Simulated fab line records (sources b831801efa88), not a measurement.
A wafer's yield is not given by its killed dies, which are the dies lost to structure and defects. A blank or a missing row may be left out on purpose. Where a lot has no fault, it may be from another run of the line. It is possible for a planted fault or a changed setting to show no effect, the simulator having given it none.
2 desks, one fault | flow sky130 | only its own numbers are on each desk; what lay behind them is given at the end

FROM THE METROLOGY DESK
What the gauges read, lot by lot, whatever tool the lot ran on: means of the sampled wafers that have a number. Any lot whose mean is over 4 standard deviations away from the usual mean is out of limits and marked OUT; that distance is given in the brackets.
Columns: A = VIA3_W_RS at SKY_VIA3_RS_MEAS_22, usual 0.293 ohm/sq; B = VIA3_W_THK at SKY_VIA3_THK_MEAS_23, usual 395 nm
lot  | first seen here | A               | B
L643 | day 39 16:49    | 0.299           | 383
L644 | day 39 20:32    | 0.291           | 397
L645 | day 40 04:12    | 0.295           | 397
L653 | day 42 13:31    | 0.292           | 400
L655 | day 43 10:36    | 0.348 (+13) OUT | 342 (-7.6) OUT
L656 | day 43 12:40    | 0.292           | 393
L657 | day 43 16:09    | 0.349 (+13) OUT | 342 (-7.6) OUT
L661 | day 45 04:34    | 0.292           | 395
L665 | day 46 00:34    | 0.295           | 394
L666 | day 46 03:05    | 0.295           | 394
This desk reports L655, L657 out of limits; the earliest was L655 at day 43 10:36 (VIA3_W_RS at SKY_VIA3_RS_MEAS_22). L643, L644, L645, L653, L656, L661, L665, L666 stayed within limits.

THE TOOL OWNER'S DESK: cvd_w-02
The tool's own readings at SKY_VIA3_CVD_21 (deposits W, target thk 390 nm, time 117.31 s): means of the sampled wafers that have a number, for each lot that ran on this tool. Any lot whose mean is over 4 standard deviations away from the usual mean is out of limits and marked OUT; that distance is given in the brackets.
Columns: A = heater_power_w at SKY_VIA3_CVD_21, usual 829 W; B = susceptor_temp_C at SKY_VIA3_CVD_21, usual 400.03 C
lot  | first seen here | A   | B
L643 | day 39 16:42    | 813 | 400.00
L645 | day 40 04:04    | 821 | 400.28
L653 | day 42 13:23    | 814 | 400.23
L655 | day 43 10:29    | 814 | 400.07
L657 | day 43 16:02    | 817 | 400.25
Result from this desk: across the 5 lots, nothing is out of limits.

TAKEN TOGETHER
Metrology desk: alarm possible at day 43 10:36 on L655, L657.
Nothing out of limits was seen by the tool owner's desk.
Tool owner's desk: L655, L657 on record, inside its limits.
Every lot named ran SKY_VIA3_CVD_21 on cvd_w-02.

WHAT HAD BEEN PUT IN BY THE SIMULATOR
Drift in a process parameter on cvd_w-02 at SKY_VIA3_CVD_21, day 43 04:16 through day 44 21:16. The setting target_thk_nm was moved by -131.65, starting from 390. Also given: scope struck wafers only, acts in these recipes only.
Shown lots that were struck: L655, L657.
Hours from the fault's start to each desk's first reading out of limits: the metrology desk, 6.
